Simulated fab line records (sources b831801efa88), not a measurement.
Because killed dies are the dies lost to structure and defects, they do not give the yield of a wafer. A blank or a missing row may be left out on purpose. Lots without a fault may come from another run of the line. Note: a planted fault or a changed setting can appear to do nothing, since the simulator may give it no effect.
Problem report in the 8D (eight disciplines) form, filled by code    flow sfq-line    the parts of the form that need people (team, actions taken, sign-off) are left out

1. THE ISSUE
spin-speed-rpm at SFQ_TRILAYER_M7_LITHO_COAT_177 reads a mean of 2789.1 rpm on 6 wafers of 2 lots; wafers without a fault read 2999.9 rpm with a standard deviation of 1.9. That is -99 or more standard deviations from the usual mean.
The step: resist thk 600 nm.
First observed at day 75 19:17: wafer L958.2, on litho-track-03. The record has a number at this step for 42 wafers belonging to 14 lots. Rule for "out", or "out of limits": more than 4 standard deviations from the usual mean. All remaining wafers that have a number are taken as sound.

2. WHAT IT IS AND WHAT IT IS NOT
question                     is                      is not
which readings at this step  spin-speed-rpm          -
which lots                   L958, L959              L944, L945, L947, L949, L951, L953, L954, L960, L963, L964, L965, L967
which wafers of those lots   all that have a number  -
read on which tools          litho-track-03          litho-track-01, litho-track-02
when                         from day 75 19:17       up to then (21 sound wafers); but 15 sound wafers of L960, L963, L964, L965, L967 came after

3. THE SUSPECTS, EACH WITH WHAT RULES IT OUT
Counting: a tool at any process step up to the reading remains a suspect when it ran all the lots that are out and ran no sound lot after the first of those.
- litho-track-03 at SFQ_TRILAYER_M7_LITHO_COAT_177 (resist thk 600 nm): kept. It ran every lot that is out, first L958 (day 75 19:17), and no sound lot after that; its last sound lot up to then is L954 (day 74 11:35). Its own spin-speed-rpm readings are out on those wafers.
After counting, what remains is litho-track-03 at SFQ_TRILAYER_M7_LITHO_COAT_177.

4. THE CAUSE (what the simulator had put in)
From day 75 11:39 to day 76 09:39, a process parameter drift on litho-track-03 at SFQ_TRILAYER_M7_LITHO_COAT_177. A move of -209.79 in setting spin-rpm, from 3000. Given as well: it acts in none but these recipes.
Counting left only this tool.

5. SEQUENCE OF EFFECTS, ordered by route
Each row: a reading whose mean over the struck wafers that have a number lies more than 3 standard deviations from the usual. Readings are gone through only where the record gives a usual standard deviation; hours: the median, over the lots, of the time from a lot's start at the first step in this table giving one to that lot's start at this step; sigmas: the change measured in usual standard deviations.
hours  step                            reading         usual       on struck wafers  change  sigmas
0      SFQ_TRILAYER_M7_LITHO_COAT_177  spin-speed-rpm  2999.9 rpm  2789.1            -210.8  -99 or more
Here are the process steps it includes:
- SFQ_TRILAYER_M7_LITHO_COAT_177: resist thk 600 nm.

6. HOW IT WOULD HAVE BEEN CAUGHT EARLIER
First out-of-limits reading in this record: day 75 19:17, which is 8 hours after fault onset at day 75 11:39.
